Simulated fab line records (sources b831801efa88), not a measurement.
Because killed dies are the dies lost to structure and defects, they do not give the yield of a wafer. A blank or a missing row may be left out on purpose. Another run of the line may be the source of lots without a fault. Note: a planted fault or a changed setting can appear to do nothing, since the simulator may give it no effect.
fab line records | flow sky130
[record] lots = 4 wafers = 12 last_day = 49
route steps=708 shown METAL3@565 VIA3@573 METAL4@598 CAP2M@603 PAD_OPEN@708
lots with no fault: from the same line, run without faults
start_h: hours from the record's first day to the start of the lot's first wafer shown | wait_h: time in hours since the lot's previous step | " same as the row above | L1.1+2: a row that stands for several wafers | - no value, or no start was given | * or withheld: withheld | < > ~ a bound
route shown NAME@n: a module of which the file shows steps, and the number in the route of the first | usual: mean/standard deviation taken from wafers without a fault | same: alike in all rows | chamber/n: place in a boat | sites: each site's reading | _std_site: the values' standard deviation | _edge_site: outer sites' mean less inner sites' | radius_mm: for every site, how far away it sits from the centre of the wafer | mask NAME#n: copy n | behind: the last tool/chamber to shape the wafer | hold: cause of the lot's hold/its duration in hours/its outcome | device: the n, p or np transistor that did not switch | end of line: at the end of the route, the tests of the same wafers | where a step has no rows: the recipe by itself | killed: at the first sort, the dies lost to defects and structure; wafer yield is something else | map: dies across one wafer; x = killed, . = not, _ = none there
set.NAME: setting as actually run; set.NAME@STEP: the setting as run at that earlier step | model.NAME: the simulator's own value behind a step, which no gauge read
a table for each step, a row for each wafer; lots at some steps of the route
services: the hour from which a tool's chamber was out of use, counted from the record's first day as start_h (under 0 if before that day), plus the number of hours and why
[[steps]]
[step SKY_METAL3_DESCUM_15]
[recipe] chemistry = O2 source_power_w = 150 bias_power_w = 0 pressure_mtorr = 10 temp_c = 40 time_s = 8
[step SKY_METAL3_ETCH_16]
[recipe] chemistry = N2/H2 target = BARC ion_energy_ev = 200 bias_w = 100 pressure_mtorr = 30 n2_flow_sccm = 100 h2_flow_sccm = 200 icp_w = 500 stop_on = SiO2 time_s = 88.2 target_depth_a = 600
[step SKY_METAL3_ETCH_17]
[recipe] target = SiO2 stop_on = TiN chemistry = C4F8/O2/Ar source_w = 1500 bias_w = 1200 pressure_mtorr = 40 c4f8_flow_sccm = withheld O2_flow_sccm = 6 Ar_flow_sccm = 300 time_s = 3.9 target_depth_a = 150
[step SKY_METAL3_METAL_ETCH_18]
[recipe] target_depth_a = 8450 stop_on = SiO2 over_etch_frac = 0.3 time_s = 183.1 chemistry = Cl2/BCl3 resist_sidewall_deg = 88 pressure_mtorr = 10 icp_w = 900 bias_w = 48.5 Cl2_flow_sccm = 60 bcl3_flow_sccm = 30
[step SKY_METAL3_STRIP_19]
[recipe] chemistry = O2/N2 power_w = 1400 pressure_mtorr = 1500 platen_temp_c = withheld o2_flow_sccm = 3000 n2_flow_sccm = 300 overash_fraction = 0.5
[step SKY_METAL3_STRIP_20]
[recipe] chemistry = post_etch_residue_remover time_s = 1200 temp_c = 72.5
[step SKY_METAL3_CLEAN_21]
[recipe] chemistry = IPA time_s = 180 temp_c = 25
[step SKY_METAL3_CLEAN_22]
[recipe] chemistry = O3/DIW dry = n2_spin
[step SKY_VIA3_HDPCVD_00]
[recipe] material = SiO2 target_thk_nm = 1635 sigma_open_frac = 0.3 time_s = 272.5 temp_c = 400 sih4_flow_sccm = 60 pressure_mtorr = 6
[step SKY_VIA3_CMP_02]
[recipe] material = SiO2 down_force_psi = 4 platen_rpm = 60 pad_velocity_m_s = 0.94248
[usual] motor_current_A = 11.9/0.86 platen_rpm = 60.00/0.045
// columns lot.wafer tool chamber start_h wait_h motor_current_A platen_rpm model.SiO2_of_VIA3_HDPCVD_00.thk_nm
L557.2 cmp-02 3 905.47 0.1 12.2 59.99 465.6
L557.3 " 0 " " 10.6 59.96 467.7
L557.6 " 2 " " 12.0 60.10 465.4
L559.4 cmp-02 2 922.35 0.1 12.0 59.98 465.1
L559.3 " 0 " " 11.1 60.07 465.2
L559.6 " 2 " " 11.7 59.91 418.5
L561.2 cmp-02 0 940.84 0.2 10.7 59.97 419.5
L561.6 " 1 " " 12.0 60.00 417.3
L561.5 " 2 " " 12.4 60.04 463.8
L573.2 cmp-02 0 1017.19 0.1 10.2 60.02 467.6
L573.1 " 1 " " 11.3 60.05 464.2
L573.5 " 2 " " 12.2 59.99 464.8
[step SKY_VIA3_BOW_MEAS_03]
[recipe] mode = bow
[usual] VIA3_BOW = 81/7.5
// columns lot.wafer tool chamber start_h wait_h hold VIA3_BOW[um]
L557.2 film_metro-02 - 905.74 0.2 - 75
L557.3 " - " " - 89
L557.6 " - " " - 77
L559.3 film_metro-01 - 922.64 0.1 await_dispo/0.2h/release 79
L559.4 " - " " await_dispo/0.2h/release 81
L559.6 " - " " await_dispo/0.2h/release 65
L559.3 film_metro-01 - 922.93 0.3 - -
L559.4 " - " " - -
L559.6 " - " " - -
L561.2 film_metro-03 - 941.01 0.1 await_dispo/0.2h/release 93
L561.5 " - " " await_dispo/0.2h/release 92
L561.6 " - " " await_dispo/0.2h/release 91
L561.2 film_metro-03 - 941.30 0.3 - -
L561.5 " - " " - -
L561.6 " - " " - -
L573.1 film_metro-03 - 1017.39 0.1 - 76
L573.2 " - " " - 76
L573.5 " - " " - 82
[step SKY_VIA3_HMDS_05]
[recipe] prime_time_s = 60 prime_temp_c = 120
[step SKY_VIA3_COAT_06]
[recipe] resist = BARC temp_c = withheld time_s = withheld spin_rpm = 3000 resist_thk_nm = 60
[step SKY_VIA3_COAT_07]
[recipe] resist = KrF-thick spin_rpm = 3000 resist_thk_nm = 450
[step SKY_VIA3_SOFTBAKE_08]
[recipe] temp_c = 100 time_s = 90 resist = KrF-thick
[step SKY_VIA3_EXPOSE_09]
[recipe] mask_id = VIM3 na = 0.8 source_shape = annular sigma_inner = 0.55 sigma_outer = 0.85 target_cd_nm = 200 dose_mj = 38
[step SKY_VIA3_PEB_10]
[recipe] peb_temp_c = withheld peb_time_s = withheld resist = KrF-thick
[step SKY_VIA3_DEVELOP_11]
[recipe] develop_time_s = 60 resist = KrF-thick dev_temp_c = 21
[step SKY_VIA3_ETCH_14]
[recipe] chemistry = N2/H2 target = BARC ion_energy_ev = 200 source_w = 500 bias_w = 100 pressure_mtorr = 30 n2_flow_sccm = 100 h2_flow_sccm = 200 stop_on = SiO2 time_s = 45.9 target_depth_a = 600
[step SKY_VIA3_ETCH_15]
[recipe] target = SiO2 chemistry = C4F8/O2/Ar target_depth_nm = 507 stop_on = TiN mask_material = KrF-thick source_w = 1500 bias_w = 1200 pressure_mtorr = 40 c4f8_flow_sccm = withheld O2_flow_sccm = 6 Ar_flow_sccm = 300 time_s = 78
[usual] oes_product_au = 0.947/0.0053
// columns lot.wafer tool chamber start_h wait_h oes_product_au rf_hours_counter_h model.etch.depth_nm model.VIA3.feature_depth_nm
L557.2 rie_diel-01 3 930.94 0.0 0.949 4 465.6 465.6
L557.3 " 1 " " 0.947 18 467.7 467.7
L557.6 " 1 " " 0.941 - 465.4 465.4
L559.3 rie_diel-01 2 947.19 0.0 0.947 25 465.2 465.2
L559.4 " 2 " " 0.936 - 465.1 465.1
L559.6 " 0 " " 0.890 - 418.5 418.5
L561.2 rie_diel-01 1 965.25 0.0 0.888 19 419.5 419.5
L561.5 " 2 " " 0.944 - 463.8 463.8
L561.6 " 1 " " 0.889 - 417.3 417.3
L573.1 rie_diel-03 0 1039.91 0.0 0.946 25 464.2 464.2
L573.2 " 2 " " 0.950 26 467.6 467.6
L573.5 " 3 " " 0.943 - 464.8 464.8
[step SKY_VIA3_STRIP_16]
[recipe] chemistry = O2/N2 power_w = 1400 pressure_mtorr = 1500 platen_temp_c = withheld o2_flow_sccm = 3000 n2_flow_sccm = 300 overash_fraction = 0.5
[step SKY_VIA3_STRIP_17]
[recipe] chemistry = post_etch_residue_remover time_s = 1200 temp_c = 72.5
[step SKY_VIA3_CLEAN_18]
[recipe] chemistry = IPA time_s = 180 temp_c = 25
[step SKY_VIA3_CLEAN_19]
[recipe] chemistry = O3/DIW dry = n2_spin
[step SKY_VIA3_SPUTTER_20]
[recipe] material = TiN target_thk_nm = 20 chamber_pressure_pa = 5 power_w = 4000 time_s = 80
[step SKY_VIA3_CVD_21]
[recipe] material = W target_thk_nm = 390 time_s = 117.31 temp_c = 400 pressure_torr = 40
[step SKY_VIA3_CMP_24]
[recipe] stop_on = SiO2 t_overpolish_s = 20 down_force_psi = 3.5 platen_rpm = 60 target_thk_nm = 0 pad_velocity_m_s = 0.94248
[step SKY_METAL4_SPUTTER_00]
[recipe] material = Ti target_thk_nm = 15 power_w = 3000 time_s = 10 chamber_pressure_pa = 0.4
[step SKY_METAL4_SPUTTER_01]
[recipe] material = TiN target_thk_nm = 20 power_w = 6500 time_s = 16.7 chamber_pressure_pa = 0.4
[step SKY_METAL4_SPUTTER_02]
[recipe] material = AlCu target_thk_nm = 735 power_w = 10600 time_s = 39.1 chamber_pressure_pa = 0.4
[step SKY_METAL4_SPUTTER_03]
[recipe] material = Ti target_thk_nm = 5 power_w = 3000 time_s = 3.3 chamber_pressure_pa = 0.4
[step SKY_METAL4_SPUTTER_04]
[recipe] material = TiN target_thk_nm = 70 power_w = 6500 time_s = 58.3 chamber_pressure_pa = 0.4
[step SKY_CAP2M_CVD_00]
[recipe] material = SiO2 target_thk_nm = 15.5 temp_c = 400 time_s = withheld rf_w = 450
[step SKY_METAL4_METAL_ETCH_18]
[recipe] target_depth_a = 8450 stop_on = SiO2 over_etch_frac = 0.3 time_s = 183.1 chemistry = Cl2/BCl3 resist_sidewall_deg = 88 pressure_mtorr = 10 icp_w = 900 bias_w = 48.5 Cl2_flow_sccm = 60 bcl3_flow_sccm = 30
[usual] drypump_motor_current_A = 6.0/0.59 oes_product_au = 0.866/0.0066 throttle_valve_pct = 22.265/0.0088
// columns lot.wafer tool chamber start_h wait_h drypump_motor_current_A oes_product_au rf_hours_counter_h throttle_valve_pct model.SiO2_of_VIA3_HDPCVD_00.thk_nm
L557.2 rie_metal-04 0 981.56 0.0 6.7 0.865 4 22.268 436.3
L557.3 " 1 " " 6.2 0.865 - 22.251 437.7
L557.6 " 0 " " 6.7 0.870 - 22.268 435.7
L559.3 rie_metal-03 1 997.80 0.1 4.8 0.865 - 22.264 436.3
L559.4 " 0 " " 6.0 0.867 - 22.266 435.1
L559.6 " 0 " " 6.0 0.859 - 22.267 388.8
L561.2 rie_metal-02 1 1014.74 0.0 6.0 0.865 10 22.264 390.1
L561.5 " 0 " " 5.8 0.866 - 22.271 434.3
L561.6 " 1 " " 6.0 0.875 - 22.261 387.9
L573.1 rie_metal-04 1 1085.01 0.0 6.2 0.865 19 22.257 434.5
L573.2 " 0 " " 6.7 0.867 11 22.268 438.1
L573.5 " 0 " " 6.7 0.867 - 22.271 435.3
[step SKY_PAD_OPEN_PROBE_99]
[usual] defect_limited_yield = 82.6/1.8 killed_at_M0_to_M3 = 43/6.5 killed_at_M4_up = 3.1/1.8 killed_at_contacts = 24/5.6 killed_at_front_end = 15/4.2 killed_at_other = 0.3/0.5 killed_dies = 86/8.9 killed_open = 47/6.9 killed_short = 39/5.9 sort_bin_3_pad_short = 0.9/0.39 sort_bin_5_function = 10.4/1.6 sort_bin_6_memory = 6.2/1 sort_n_pass = 406/8.9 sort_yield_pct = 82.6/1.8
[same] gross_dies = 492 killed_at_back_side = 0 sort_bin_4_leakage[%] = 0 sort_bin_8_speed[%] = 0
// columns lot.wafer tool chamber start_h wait_h defect_limited_yield[%] killed_at_M0_to_M3 killed_at_M4_up killed_at_contacts killed_at_front_end killed_at_other killed_dies killed_open killed_short sort_bin_3_pad_short[%] sort_bin_5_function[%] sort_bin_6_memory[%] sort_n_pass sort_yield_pct[%]
L557.2 prober-02 - 1076.94 0.1 83.9 41 3 21 13 1 79 42 37 0.8 7.7 7.5 413 83.9
L557.3 prober-02 - 1076.99 0.2 84.6 34 3 27 12 0 76 40 36 0.8 10.6 4.1 416 84.6
L557.6 prober-02 - 1077.14 0.2 82.7 44 1 18 22 0 85 52 33 0.8 10.6 5.9 407 82.7
L561.2 prober-01 - 1104.77 0.1 84.3 40 3 24 9 1 77 45 32 1.0 8.7 5.9 415 84.3
L561.5 prober-01 - 1104.92 0.2 85.2 32 2 23 16 0 73 47 26 0.4 8.7 5.7 419 85.2
L561.6 prober-01 - 1104.97 0.2 83.5 38 2 25 16 0 81 41 40 0.4 11.2 4.9 411 83.5
// killed by level:class
L557.2 CONTACT:geometric_particle:open=9 VIA3:geometric_particle:short=8 POLY_GATE:geometric_particle:short=6 VIA3:geometric_particle:open=6 VIA1:geometric_particle:open=5 VIA2:geometric_particle:open=5 LOCAL_INTERCONNECT:geometric_particle:short=4 METAL1:geometric_particle:short=4
L557.3 CONTACT:geometric_particle:open=14 VIA1:geometric_particle:open=7 METAL2:geometric_particle:short=6 POLY_GATE:geometric_particle:short=5 METAL1:geometric_particle:short=5 VIA2:geometric_particle:open=5 LI_CONTACT:geometric_particle:open=4 CONTACT:geometric_particle:short=4
L557.6 VIA1:geometric_particle:open=11 VIA2:geometric_particle:open=9 CONTACT:geometric_particle:open=8 POLY_GATE:geometric_particle:open=7 VIA3:geometric_particle:open=7 METAL2:geometric_particle:short=5 LI_CONTACT:geometric_particle:open=5 VIA3:geometric_particle:short=5
L561.2 LI_CONTACT:geometric_particle:open=13 VIA1:geometric_particle:open=8 CONTACT:geometric_particle:open=6 VIA3:geometric_particle:open=6 VIA2:geometric_particle:short=5 METAL1:geometric_particle:short=4 LI_CONTACT:geometric_particle:short=3 METAL2:geometric_particle:short=3
L561.5 VIA3:geometric_particle:open=10 LI_CONTACT:geometric_particle:open=7 FIELD_ISO:geometric_particle:open=6 CONTACT:geometric_particle:open=6 VIA2:geometric_particle:open=6 LI_CONTACT:geometric_particle:short=4 METAL1:geometric_particle:short=4 VIA1:geometric_particle:open=4
L561.6 LI_CONTACT:geometric_particle:open=9 VIA1:geometric_particle:open=7 VIA2:geometric_particle:open=7 FIELD_ISO:geometric_particle:short=6 VIA3:geometric_particle:short=6 FIELD_ISO:geometric_particle:open=5 CONTACT:geometric_particle:open=5 METAL2:geometric_particle:short=4
[[services]]
// columns tool chamber start_h hours kind
rie_diel-01 2 888.90 2.2 repair
rie_metal-04 - 896.08 1.0 repair
rie_diel-01 - 907.19 4.3 pm
rie_metal-03 0 913.10 4.9 repair
rie_diel-03 - 923.75 27.5 repair
cmp-02 - 933.75 6.9 pm
rie_diel-01 3 935.24 12.9 repair
rie_diel-01 - 937.72 0.6 repair
cmp-02 - 951.22 1.3 repair
rie_metal-04 - 954.57 1.4 pm
rie_metal-02 0 959.10 - clean
rie_metal-02 0 959.10 19.1 scheduled_down
rie_metal-02 0 959.10 19.1 vent_cycle
cmp-02 - 983.91 6.3 repair
rie_diel-01 - 1019.02 2.1 repair
rie_diel-01 1 1027.49 4.0 repair
rie_metal-03 1 1034.54 - clean
rie_metal-03 1 1034.54 17.9 scheduled_down
rie_metal-03 1 1034.54 17.9 vent_cycle
rie_diel-03 - 1040.63 0.5 repair
rie_diel-01 3 1059.60 6.3 repair
rie_diel-03 - 1070.77 1.0 repair
rie_diel-03 0 1073.21 6.5 repair
cmp-02 - 1084.18 4.0 pm
[[key]]
[first_sign] step = SKY_VIA3_BOW_MEAS_03 reading = visit direction = added
[effect] step = SKY_VIA3_ETCH_15 reading = oes_product_au direction = down sigmas = 11 usual = 0.947 struck = 0.889
[model_effect] step = SKY_VIA3_CMP_02 value = SiO2_of_VIA3_HDPCVD_00.thk_nm without = 464.9 struck = 418.4
[model_effect] step = SKY_VIA3_ETCH_15 value = etch.depth_nm without = 464.9 struck = 418.4
[model_effect] step = SKY_METAL4_METAL_ETCH_18 value = SiO2_of_VIA3_HDPCVD_00.thk_nm without = 435.4 struck = 388.9
met_at SKY_VIA3_CMP_02
struck_wafers L559.6,L561.2,L561.6
onset_between 905.47 922.35
[fault] kind = process_parameter_drift tool = cmp-02 chamber = - onset_h = 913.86 steps = SKY_VIA3_CMP_02 channel = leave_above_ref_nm offset = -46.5 shape = step end_h = 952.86 scope = struck_wafers_only acts_in = these_recipes_only stated = 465
